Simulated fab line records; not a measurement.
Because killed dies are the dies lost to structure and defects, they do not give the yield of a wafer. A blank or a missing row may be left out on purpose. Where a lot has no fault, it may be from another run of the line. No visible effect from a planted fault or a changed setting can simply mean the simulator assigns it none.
fab line records | flow sfq_line
record: lots: 6 wafers: 18 last_day: 83
route steps=325 shown I0@47 M1@58 I1@73 M2@88 M8@325
lots that met no fault: from a run of the same line without faults
start_h: hours from the record's first day to the start of the lot's first wafer shown | wait_h: hours since the lot's step before | " as in the row above | L1.1+2: a single row standing in for several wafers | - either no value or no given start | * or withheld: withheld | < > ~ a bound
route shown NAME@n: names a module that has steps shown in the file, with the first one's number in the route | usual: mean/standard deviation taken from wafers without a fault | same: alike in all rows | chamber/n: place in a boat | sites: readings site by site | _std_site: the standard deviation of these | _edge_site: inner sites' mean taken away from outer sites' mean | radius_mm: for every site, how far away it sits from the centre of the wafer | mask NAME#n: copy n | behind: the last tool/chamber to shape the wafer | hold: reason for holding the lot/hours on hold/outcome of the hold | device: which transistor (n, p or np) failed to switch | end of line: tests run on the same wafers once the route is complete | for a step that has no rows: nothing shown but its recipe | killed: dies lost to structure and defects at the first sort, not the wafer's yield | map: the dies of a wafer, with x for killed, . for not killed, _ for no die there
set.NAME: setting as actually run; set.NAME@STEP: the setting as run at that earlier step | model.NAME: the simulator's own value behind a step, which no gauge read
certain route steps with their lots: each step a table, each wafer a row
services: when a tool's chamber went out of use (start_h, in hours from the record's first day, below 0 if earlier), for how many hours, and the reason
== steps ==
step: SFQ_TRILAYER_I0_VIA_LITHO_COAT_036
recipe: resist: BARC spin_rpm: 3000 resist_thk_nm: 62
step: SFQ_TRILAYER_I0_VIA_LITHO_COAT_031
recipe: resist: KrF spin_rpm: 3000 resist_thk_nm: 650
step: SFQ_TRILAYER_I0_VIA_LITHO_SOFTBAKE_035
recipe: temp_c: withheld time_s: withheld resist: KrF
step: SFQ_TRILAYER_I0_VIA_LITHO_EXPOSE_032
recipe: mask_id: I0 na: 0.6 source_shape: conventional sigma_outer: 0.65 target_cd_nm: 500 dose_mj: 21.57
step: SFQ_TRILAYER_I0_VIA_LITHO_PEB_034
recipe: peb_temp_c: 115 peb_time_s: 60 resist: KrF
step: SFQ_TRILAYER_I0_VIA_LITHO_DEVELOP_033
recipe: time_s: 60 resist: KrF
step: SFQ_I0_OVL_MEAS_908
usual: I0_OVL: 0/4.5
columns lot.wafer tool chamber start_h wait_h I0_OVL[nm]
L521.2 overlay-02 - 301.11 0.1 3
L521.5 " - " " -3
L521.6 " - " " -4
L522.1 overlay-02 - 308.31 0.1 2
L522.3 " - " " 7
L522.4 " - " " 6
L529.3 overlay-01 - 397.80 0.1 -2
L529.4 " - " " -5
L529.6 " - " " -6
L530.1 overlay-02 - 401.39 0.1 4
L530.4 " - " " 2
L530.6 " - " " 4
L533.1 overlay-01 - 418.19 0.1 2
L533.3 " - " " 5
L533.5 " - " " 3
L538.1 overlay-01 - 455.39 0.1 1
L538.2 " - " " -1
L538.6 " - " " 1
step: SFQ_TRILAYER_I0_VIA_BARC_OPEN_VIA_ETCH_046
recipe: mask_material: PR chemistry: O2 target_depth_nm: 125 target: BARC source_w: 500 bias_w: 80 pressure_mtorr: 30 time_s: 41.7
step: SFQ_TRILAYER_I0_VIA_ETCH_VIA_ETCH_034
recipe: target: SiO2 stop_on: Nb mask_material: PR taper_deg: 20 chemistry: CHF3 target_depth_nm: 260 source_w: 500 bias_w: 80 pressure_mtorr: 30 time_s: withheld
step: SFQ_TRILAYER_I0_VIA_STRIP_STRIP_035
recipe: gas: O2 power_w: 200 platen_temp_c: 40 overash_fraction: 0.65 chemistry: O2 pressure_mtorr: 50
step: SFQ_TRILAYER_I0_VIA_STRIP_SOLV_CLEAN_036
recipe: chemistry: NMP temp_c: 70 time_s: 600
step: SFQ_TRILAYER_M1_DEP_PRE_CLEAN_038
recipe: gas: Ar time_s: 22.5 bias_v: 250
step: SFQ_TRILAYER_M1_DEP_SPUTTER_037
recipe: material: Nb base_pressure_pa: 1.33e-06 chamber_pressure_pa: 0.1333 substrate_temp_c: 20 resputter_cathode_voltage_v: 400 target_thk_nm: 200 power_w: 2000 time_s: 133.3
usual: throttle_valve_pct: 29.8/0.99
columns lot.wafer tool chamber start_h wait_h throttle_valve_pct model.Nb_of_TRILAYER_M1_DEP_SPUTTER_037.thk_nm
L521.2 pvd_sputter-03 - 302.10 0.0 30.5 200.4
L521.5 " - " " 28.7 200.1
L521.6 " - " " 29.9 196.5
L522.1 pvd_sputter-04 - 309.30 0.0 31.0 196.9
L522.3 " - " " 28.0 197.3
L522.4 " - " " 30.6 195.2
L529.3 pvd_sputter-04 - 398.83 0.0 30.7 289.9
L529.4 " - " " 30.9 289.1
L529.6 " - " " 30.5 287.7
L530.1 pvd_sputter-04 - 402.41 0.0 28.4 286.8
L530.4 " - " " 30.5 286.9
L530.6 " - " " 30.9 287.7
L533.1 pvd_sputter-06 - 419.18 0.0 30.5 202
L533.3 " - " " 28.0 202.2
L533.5 " - " " 28.2 202.9
L538.1 pvd_sputter-06 - 456.38 0.0 28.9 202.3
L538.2 " - " " 30.7 202.1
L538.6 " - " " 28.9 202.1
step: SFQ_M1_RS_MEAS_909
recipe: thk_meas_gauge: four-point-probe reads: Nb_of_TRILAYER_M1_DEP_SPUTTER_037
usual: M1_NB_RS: 0.889/0.0087
columns lot.wafer tool chamber start_h wait_h M1_NB_RS[ohm/sq]
L521.2 film_metro-04 - 302.21 0.1 0.889
L521.5 " - " " 0.890
L521.6 " - " " 0.907
L522.1 film_metro-02 - 309.39 0.0 0.903
L522.3 " - " " 0.903
L522.4 " - " " 0.913
L529.3 film_metro-04 - 399.05 0.1 0.612
L529.4 " - " " 0.614
L529.6 " - " " 0.616
L530.1 film_metro-02 - 402.60 0.1 0.617
L530.4 " - " " 0.617
L530.6 " - " " 0.615
L533.1 film_metro-04 - 419.28 0.0 0.881
L533.3 " - " " 0.880
L533.5 " - " " 0.877
L538.1 film_metro-02 - 456.48 0.0 0.882
L538.2 " - " " 0.883
L538.6 " - " " 0.879
step: SFQ_TRILAYER_M1_LITHO_COAT_044
recipe: resist: BARC spin_rpm: 3000 resist_thk_nm: 62
step: SFQ_TRILAYER_M1_LITHO_COAT_039
recipe: resist: KrF spin_rpm: 3000 resist_thk_nm: 600
step: SFQ_TRILAYER_M1_LITHO_SOFTBAKE_043
recipe: temp_c: withheld time_s: withheld resist: KrF
step: SFQ_TRILAYER_M1_LITHO_EXPOSE_040
recipe: mask_id: M1 na: 0.6 source_shape: conventional sigma_outer: 0.65 target_cd_nm: 500 dose_mj: 14.4
step: SFQ_TRILAYER_M1_LITHO_PEB_042
recipe: peb_temp_c: 115 peb_time_s: 60 resist: KrF
step: SFQ_TRILAYER_M1_LITHO_DEVELOP_041
recipe: time_s: 60 resist: KrF
step: SFQ_M1_OVL_MEAS_911
usual: M1_OVL: -3/6
columns lot.wafer tool chamber start_h wait_h M1_OVL[nm]
L521.2 overlay-02 - 414.60 0.1 -6
L521.5 " - " " -7
L521.6 " - " " -9
L522.1 overlay-01 - 426.59 0.1 2
L522.3 " - " " -2
L522.4 " - " " 4
L529.3 overlay-01 - 535.64 0.1 -5
L529.4 " - " " -5
L529.6 " - " " -2
L530.1 overlay-01 - 541.72 0.1 -8
L530.4 " - " " -13
L530.6 " - " " -9
L533.1 overlay-01 - 560.65 0.2 4
L533.3 " - " " 4
L533.5 " - " " 5
L538.1 overlay-02 - 606.22 0.1 -6
L538.2 " - " " -4
L538.6 " - " " -6
step: SFQ_TRILAYER_M1_BARC_OPEN_METAL_ETCH_054
recipe: mask_material: PR chemistry: O2 target_depth_nm: 125 target: BARC icp_w: 600 bias_w: 80 pressure_mtorr: 10 time_s: 41.7
usual: drypump_motor_current_A: 5.3/0.34 oes_product_au: 0.685/0.0051
same: time_s: 41.7
columns lot.wafer tool chamber start_h wait_h drypump_motor_current_A oes_product_au rf_hours_counter_h
L521.2 rie_metal-03 1 414.63 0.0 5.8 0.683 62
L521.5 " 0 " " 4.8 0.682 -
L521.6 " 1 " " 5.8 0.701 -
L522.1 rie_metal-03 0 426.63 0.0 4.7 0.686 23
L522.3 " 1 " " 5.8 0.681 -
L522.4 " 0 " " 4.8 0.690 -
L529.3 rie_metal-01 0 535.68 0.0 5.2 0.689 -
L529.4 " 1 " " 5.6 0.679 -
L529.6 " 0 " " 5.2 0.683 -
L530.1 rie_metal-03 1 541.75 0.0 5.7 0.691 86
L530.4 " 0 " " 4.8 0.690 -
L530.6 " 1 " " 5.7 0.684 -
L533.1 rie_metal-04 1 560.69 0.0 5.4 0.682 26
L533.3 " 1 " " 5.4 0.684 -
L533.5 " 1 " " 5.4 0.684 -
L538.1 rie_metal-04 0 606.26 0.0 5.0 0.687 8
L538.2 " 1 " " 5.5 0.675 36
L538.6 " 0 " " 5.1 0.680 -
step: SFQ_TRILAYER_M1_ETCH_METAL_ETCH_042
recipe: target: Nb stop_on: SiO2 mask_material: PR chemistry: Cl2/Ar target_depth_nm: 240 icp_w: 600 bias_w: 80 pressure_mtorr: 10 time_s: 120
usual: drypump_motor_current_A: 5.3/0.34 oes_product_au: 0.895/0.0069
same: time_s: 120
columns lot.wafer tool chamber start_h wait_h drypump_motor_current_A oes_product_au rf_hours_counter_h
L521.2 rie_metal-03 1 414.69 0.0 5.7 0.896 62
L521.5 " 0 " " 4.7 0.898 -
L521.6 " 1 " " 5.7 0.888 -
L522.1 rie_metal-03 0 426.69 0.0 4.8 0.885 23
L522.3 " 1 " " 5.7 0.896 -
L522.4 " 0 " " 4.8 0.884 -
L529.3 rie_metal-01 0 535.76 0.1 5.2 1.002 -
L529.4 " 1 " " 5.6 0.994 -
L529.6 " 0 " " 5.2 0.995 -
L530.1 rie_metal-03 1 541.81 0.0 5.7 1.005 86
L530.4 " 0 " " 4.8 1.000 -
L530.6 " 1 " " 5.8 1.012 -
L533.1 rie_metal-04 1 560.81 0.1 5.5 0.902 27
L533.3 " 1 " " 5.5 0.903 -
L533.5 " 1 " " 5.5 0.896 -
L538.1 rie_metal-04 0 606.32 0.0 5.0 0.896 8
L538.2 " 1 " " 5.5 0.899 36
L538.6 " 0 " " 5.0 0.904 -
step: SFQ_TRILAYER_M1_STRIP_STRIP_043
recipe: gas: O2 power_w: 200 platen_temp_c: 40 overash_fraction: 0.65 chemistry: O2 pressure_mtorr: 50
usual: drypump_motor_current_A: 5.3/0.34 oes_product_au: 1.005/0.0068
columns lot.wafer tool chamber start_h wait_h drypump_motor_current_A oes_product_au rf_hours_counter_h
L521.2 rie_metal-03 1 414.81 0.1 5.7 1.013 62
L521.5 " 0 " " 4.8 1.022 -
L521.6 " 1 " " 5.7 1.010 -
L522.1 rie_metal-03 0 426.81 0.1 4.7 1.013 23
L522.3 " 1 " " 5.7 1.000 -
L522.4 " 0 " " 4.8 1.015 -
L529.3 rie_metal-01 0 536.04 0.2 5.2 1.000 -
L529.4 " 1 " " 5.6 1.010 -
L529.6 " 0 " " 5.2 0.999 -
L530.1 rie_metal-03 1 541.94 0.1 5.7 1.013 87
L530.4 " 0 " " 4.8 1.011 -
L530.6 " 1 " " 5.8 1.017 -
L533.1 rie_metal-04 1 561.06 0.2 5.5 1.001 27
L533.3 " 1 " " 5.5 1.000 -
L533.5 " 1 " " 5.4 0.998 -
L538.1 rie_metal-04 0 606.44 0.1 5.0 1.009 8
L538.2 " 1 " " 5.4 1.002 36
L538.6 " 0 " " 5.1 1.003 -
step: SFQ_TRILAYER_M1_STRIP_SOLV_CLEAN_044
recipe: chemistry: NMP temp_c: 70 time_s: 600
step: SFQ_TRILAYER_I1_DEP_PECVD_045
recipe: material: SiO2 temp_c: 150 time_s: 111.11 pressure_torr: 2.4 rf_w: 183.3 precursor: SiH4/N2O target_thk_nm: 500
step: SFQ_TRILAYER_I1_CMP_CMP_046
recipe: material: SiO2 down_force_psi: 3 platen_rpm: 60 pad_velocity_m_s: 0.94248
usual: motor_current_A: 9.3/0.7 retaining_ring_pressure_frac: 1.000/0.005 time_to_endpoint_s: 216/7
columns lot.wafer tool chamber start_h wait_h motor_current_A retaining_ring_pressure_frac time_to_endpoint_s
L521.2 cmp-02 3 416.03 0.4 8.6 1.006 214
L521.6 " 3 418.03 2.4 9.0 1.007 210
L521.5 " 0 " " 8.8 1.001 222
L522.3 cmp-02 2 428.36 0.7 8.7 1.006 217
L522.4 " 3 " " 8.6 0.994 225
L522.1 " 1 429.86 2.2 9.3 1.005 211
L529.4 cmp-02 0 546.00 9.3 8.8 1.003 230
L529.3 " 1 " " 9.3 0.996 209
L529.6 " 1 548.50 11.8 9.8 1.002 220
L530.1 cmp-01 2 551.92 9.2 9.9 1.003 218
L530.4 " 0 552.92 10.1 9.3 0.996 223
L530.6 " 3 554.42 11.6 10.5 1.000 211
L533.3 cmp-01 0 574.90 12.4 8.9 0.996 209
L533.1 " 1 " " 10.6 1.003 211
L533.5 " 1 577.40 14.9 9.5 1.004 217
L538.2 cmp-01 2 623.90 16.6 9.6 0.987 212
L538.1 " 3 " " 10.9 1.008 220
L538.6 " 0 " " 8.9 0.998 231
step: SFQ_I1_BOW_MEAS_912
recipe: mode: bow
usual: I1_BOW: 2/7.4
columns lot.wafer tool chamber start_h wait_h I1_BOW[um]
L521.2 film_metro-03 - 419.05 2.5 -3
L521.5 " - " " -6
L521.6 " - " " -15
L522.1 film_metro-01 - 431.36 1.0 9
L522.3 " - " " 4
L522.4 " - " " 9
L529.3 film_metro-01 - 549.04 2.0 -13
L529.4 " - " " -11
L529.6 " - " " -6
L530.1 film_metro-03 - 554.92 2.5 12
L530.4 " - " " 4
L530.6 " - " " 18
L533.1 film_metro-01 - 577.90 2.0 11
L533.3 " - " " -15
L533.5 " - " " 9
L538.1 film_metro-03 - 625.90 1.0 0
L538.2 " - " " 8
L538.6 " - " " -1
step: SFQ_TRILAYER_I1_METRO_MEASURE_047
usual: thk_nm: 200.3/0.92
columns lot.wafer tool chamber start_h wait_h thk_nm
L521.2 film_metro-03 - 419.35 0.3 200.6
L521.5 " - " " 200.3
L521.6 " - " " 200.8
L522.1 film_metro-01 - 431.48 0.1 198.7
L522.3 " - " " 200.2
L522.4 " - " " 200.6
L529.3 film_metro-01 - 549.52 0.5 198.9
L529.4 " - " " 200.6
L529.6 " - " " 199.4
L530.1 film_metro-03 - 555.04 0.1 201.0
L530.4 " - " " 200.5
L530.6 " - " " 201.1
L533.1 film_metro-01 - 578.02 0.1 201.5
L533.3 " - " " 201.1
L533.5 " - " " 200.1
L538.1 film_metro-03 - 626.02 0.1 200.2
L538.2 " - " " 201.3
L538.6 " - " " 199.8
step: SFQ_TRILAYER_I1_VIA_LITHO_COAT_054
recipe: resist: BARC spin_rpm: 3000 resist_thk_nm: 63.13
step: SFQ_TRILAYER_I1_VIA_LITHO_COAT_049
recipe: resist: KrF spin_rpm: 3000 resist_thk_nm: 650
step: SFQ_TRILAYER_I1_VIA_LITHO_SOFTBAKE_053
recipe: temp_c: withheld time_s: withheld resist: KrF
step: SFQ_TRILAYER_I1_VIA_LITHO_EXPOSE_050
recipe: mask_id: I1 na: 0.6 source_shape: conventional sigma_outer: 0.65 target_cd_nm: 500 dose_mj: 21.3
step: SFQ_TRILAYER_I1_VIA_LITHO_PEB_052
recipe: peb_temp_c: 115 peb_time_s: 60 resist: KrF
step: SFQ_TRILAYER_I1_VIA_LITHO_DEVELOP_051
recipe: time_s: 60 resist: KrF
step: SFQ_I1_OVL_MEAS_913
usual: I1_OVL: 1/6.8
columns lot.wafer tool chamber start_h wait_h I1_OVL[nm]
L521.2 overlay-01 - 449.72 0.1 -4
L521.5 " - " " -4
L521.6 " - " " -11
L522.1 overlay-01 - 461.71 0.1 -2
L522.3 " - " " 2
L522.4 " - " " -2
L529.3 overlay-01 - 558.23 0.1 -8
L529.4 " - " " -3
L529.6 " - " " 0
L530.1 overlay-01 - 561.82 0.1 2
L530.4 " - " " 2
L530.6 " - " " 4
L533.1 overlay-02 - 588.64 0.1 5
L533.3 " - " " 2
L533.5 " - " " 0
L538.1 overlay-02 - 629.47 0.1 0
L538.2 " - " " 7
L538.6 " - " " 7
step: SFQ_TRILAYER_I1_VIA_BARC_OPEN_VIA_ETCH_071
recipe: mask_material: PR chemistry: O2 target_depth_nm: 125 target: BARC source_w: 500 bias_w: 80 pressure_mtorr: 30 time_s: 41.7
step: SFQ_TRILAYER_I1_VIA_ETCH_VIA_ETCH_052
recipe: target: SiO2 stop_on: Nb mask_material: PR taper_deg: 20 chemistry: CHF3 target_depth_nm: 260 source_w: 500 bias_w: 80 pressure_mtorr: 30 time_s: withheld
usual: drypump_motor_current_A: 5.84/0.24 oes_product_au: 0.856/0.0053
columns lot.wafer tool chamber start_h wait_h drypump_motor_current_A oes_product_au
L521.2 rie_diel-03 2 449.79 0.0 6.26 0.848
L521.5 " 3 " " 6.07 0.860
L521.6 " 2 " " 6.22 0.855
L522.1 rie_diel-01 3 461.79 0.0 5.71 0.858
L522.3 " 1 " " 5.60 0.849
L522.4 " 0 " " 6.01 0.861
L529.3 rie_diel-01 3 558.29 0.0 5.67 0.856
L529.4 " 0 " " 6.02 0.852
L529.6 " 3 " " 5.69 0.853
L530.1 rie_diel-04 1 561.89 0.0 6.04 0.849
L530.4 " 3 " " 5.93 0.864
L530.6 " 3 " " 5.93 0.858
L533.1 rie_diel-04 1 588.71 0.0 6.11 0.855
L533.3 " 3 " " 5.92 0.849
L533.5 " 1 " " 6.07 0.859
L538.1 rie_diel-01 3 629.55 0.0 5.71 0.863
L538.2 " 2 " " 5.55 0.867
L538.6 " 3 " " 5.70 0.858
step: SFQ_TRILAYER_I1_VIA_STRIP_STRIP_053
recipe: gas: O2 power_w: 200 platen_temp_c: 40 overash_fraction: 0.65 chemistry: O2 pressure_mtorr: 50
step: SFQ_TRILAYER_I1_VIA_STRIP_SOLV_CLEAN_054
recipe: chemistry: NMP temp_c: 70 time_s: 600
step: SFQ_TRILAYER_M2_DEP_PRE_CLEAN_056
recipe: gas: Ar time_s: 22.5 bias_v: 250
step: SFQ_M8_BOW_MEAS_951
recipe: mode: bow
usual: M8_BOW: 8/9.6
columns lot.wafer tool chamber start_h wait_h M8_BOW[um] model.etest.m1.comb_log10_ohm model.etest.m1.ohm_sq
L521.2 film_metro-04 - 1652.65 0.0 13 12 0.8882
L521.5 " - " " 11 12 0.8895
L521.6 " - " " 1 12 0.9058
L522.1 film_metro-04 - 1663.43 0.0 5 12 0.9036
L522.3 " - " " -1 12 0.902
L522.4 " - " " 3 12 0.9118
L529.3 film_metro-03 - 1936.16 0.0 11 0 0.6139
L529.4 " - " " 13 0 0.6157
L529.6 " - " " 19 0 0.6187
L530.1 film_metro-01 - 1944.52 0.0 10 0 0.6205
L530.4 " - " " 2 0 0.6203
L530.6 " - " " 15 0 0.6185
L533.1 film_metro-03 - 1953.18 0.0 3 12 0.8809
L533.3 " - " " -22 12 0.8801
L533.5 " - " " 0 12 0.877
L538.1 film_metro-04 - 1980.90 0.0 -9 12 0.8797
L538.2 " - " " -1 12 0.8805
L538.6 " - " " -10 12 0.8805
== services ==
columns tool chamber start_h hours kind
film_metro-03 - 281.39 1.1 pm
pvd_sputter-04 - 283.46 1.9 repair
cmp-02 - 284.19 1.0 repair
pvd_sputter-04 - 288.68 1.0 repair
rie_diel-01 - 294.75 14.6 pm
rie_metal-04 - 306.02 0.2 repair
cmp-01 - 313.34 0.5 repair
rie_diel-01 2 317.17 12.3 repair
film_metro-01 - 341.51 1.3 pm
cmp-01 - 341.72 2.5 repair
rie_metal-01 - 351.33 2.8 pm
pvd_sputter-04 - 365.58 1.0 repair
film_metro-03 - 368.10 0.7 pm
cmp-02 - 369.64 3.8 pm
rie_diel-01 - 373.72 0.4 repair
cmp-01 - 378.18 1.7 repair
film_metro-03 - 384.00 0.9 pm
film_metro-01 - 392.17 1.4 pm
cmp-01 - 407.18 4.0 pm
rie_diel-01 2 417.67 11.5 repair
rie_metal-01 - 427.14 14.6 pm
film_metro-01 - 432.68 0.9 pm
rie_metal-01 0 443.13 12.8 repair
rie_metal-04 1 461.52 3.9 repair
== key ==
first_sign: step: SFQ_M1_RS_MEAS_909 reading: M1_NB_RS direction: down sigmas: 31 usual: 0.889 struck: 0.615
effect: step: SFQ_TRILAYER_M1_ETCH_METAL_ETCH_042 reading: oes_product_au direction: up sigmas: 15 usual: 0.895 struck: 1.001
model_effect: step: SFQ_TRILAYER_M1_DEP_SPUTTER_037 value: Nb_of_TRILAYER_M1_DEP_SPUTTER_037.thk_nm without: 200.2 struck: 288
model_effect: step: SFQ_M8_BOW_MEAS_951 value: etest.m1.comb_log10_ohm without: 12 struck: 0
met_at SFQ_TRILAYER_M1_DEP_SPUTTER_037
struck_wafers L529.3,L529.4,L529.6,L530.1,L530.4,L530.6
onset_between 309.30 398.83
fault: kind: process_parameter_drift tool: pvd_sputter-04 chamber: - onset_h: 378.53 steps: SFQ_TRILAYER_M1_DEP_SPUTTER_037 channel: target_thk_nm offset: 87.82 shape: step end_h: 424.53 acts_in: these_recipes_only stated: 200
